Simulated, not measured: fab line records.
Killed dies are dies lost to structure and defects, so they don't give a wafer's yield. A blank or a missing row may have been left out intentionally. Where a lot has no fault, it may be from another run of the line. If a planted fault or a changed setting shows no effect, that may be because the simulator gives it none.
Comparing a struck lot with a sound one / flow sky130 / 16 out of 708 route steps
Sound: these wafers, L558.3, L558.4, L558.6. Struck: wafer L565.5. (L565.1, L565.3 of the same lot were not struck and are left out.) The cause comes at the end.
For every step that has rows: the tool of each side, followed by ch and its chambers, followed by its first start. Under that, the readings that differ: sound wafers / struck wafers / difference of the means / sigmas: that difference in standard deviations of wafers without a fault.
alike: words and numbers the same on both sides, and readings whose means are apart by under 2 such deviations; not compared: readings that were withheld, readings missing a value for some wafer, numbers with overlapping values and no deviation given by the record, and bounds like >300 which may hide the same value.
Wherever a step has rows on one side only, a row that says differs or no value, or a row with sigmas, the two part there. When numbers do not overlap yet have no deviation, they are printed without sigmas and do not part them. Lack of a reading on every wafer of one side parts them only where that side has two or more wafers.

first, 2 steps without rows for these wafers: SKY_METAL4_PEB_11; SKY_METAL4_DEVELOP_12 (develop time 60 s).
SKY_METAL4_CD_MEAS_13: target cd 300 nm.
  sound: cdSem-01 at day 43 19:40; struck: cdSem-02 at day 45 13:38
reading=cdNm (nm); sound=299.7 298.8 300.0; struck=302.5; difference=+3.0; sigmas=+2
SKY_METAL4_OVL_MEAS_14:
  sound: overlay-01 at day 43 19:46; struck: overlay-02 at day 45 13:45
  alike: METAL4_OVL
then, 1 step without rows for these wafers: SKY_METAL4_DESCUM_15 (chemistry O2, time 8 s).
SKY_METAL4_ETCH_16: etches BARC in N2/H2, stops on SiO2, time 88.2 s, target depth 60 nm.
  sound on rieMetal-04 ch 0,1, day 43 19:51; struck on rieMetal-04 ch 1, day 45 13:50
  alike: drypumpMotorCurrentA, h2FlowSccm, n2FlowSccm, oesProductAu, throttleValvePct
  not compared: rfHoursCounterH
SKY_METAL4_ETCH_17: etches SiO2 in C4F8/O2/Ar, stops on TiN, time 3.9 s, target depth 15 nm.
  sound on rieDiel-03 ch 1,2, day 43 19:55; struck on rieDiel-04 ch 1, day 45 13:58
  alike: oesProductAu
  not compared: rfHoursCounterH
SKY_METAL4_METAL_ETCH_18: etches the open film in Cl2/BCl3, stops on SiO2, target depth 845 nm, time 183.1 s.
  sound on rieMetal-01 ch 0,1, day 43 20:00; struck on rieMetal-01 ch 0, day 45 13:59
  alike: drypumpMotorCurrentA, oesProductAu, throttleValvePct
  not compared: rfHoursCounterH
SKY_METAL4_STRIP_19: strips in O2/N2.
  sound on plasmaAsher-03 ch 0,1, day 43 20:09; struck on plasmaAsher-03 ch 0, day 45 14:13
  alike: drypumpMotorCurrentA, n2FlowSccm, oesProductAu, stripTimeToEndpointS
  not compared: rfHoursCounterH
then, 3 steps without rows for these wafers: SKY_METAL4_STRIP_20 (strips in post etch residue remover, time 1200 s); SKY_METAL4_CLEAN_21 (cleans in IPA, time 180 s); SKY_METAL4_CLEAN_22 (cleans in O3/DIW).
SKY_VIA4_HDPCVD_00: deposits SiO2, target thk 1750 nm, time 291.7 s.
  sound on hdpcvd-02 ch 0,1,2, day 43 20:46; struck on hdpcvd-01 ch 0, day 45 15:18
reading=runLengthS (s); sound=319.6 319.6 318.9; struck=427.5; difference=+108.1; sigmas=+99 or more
reading=model.SiO2_of_VIA4_HDPCVD_00.thkNm (nm); sound=1750 1733 1731; struck=2415; difference=+677; sigmas=
  alike: susceptorTempC
SKY_VIA4_THK_MEAS_01:
  sound: filmMetro-02 at day 43 20:58; struck: filmMetro-02 at day 45 15:29
reading=VIA4_HDPCVD_THK (nm); sound=1748 1731 1730; struck=2414; difference=+678; sigmas=+31
SKY_VIA4_CMP_02: polishes SiO2.
  sound on cmp-01 ch 0,1,3, day 43 21:03; struck on cmp-02 ch 1, day 45 15:38
  alike: headPressurePsi, motorCurrentA, retainingRingPressureFrac
-- the record jumps here: 3 days lie between the struck wafers' starts before and after (it left off in module VIA4 and takes up again in module PAD_OPEN, whose first step shown is number 708 of the route) --
SKY_PAD_OPEN_PROBE_99:
  record: rows for the struck wafers here (prober-01, day 49 02:18), none for the sound ones

== WHERE THEY PART ==
Earliest at SKY_METAL4_CD_MEAS_13; latest, in this record, at SKY_PAD_OPEN_PROBE_99.

WHY: whatever the simulator had introduced
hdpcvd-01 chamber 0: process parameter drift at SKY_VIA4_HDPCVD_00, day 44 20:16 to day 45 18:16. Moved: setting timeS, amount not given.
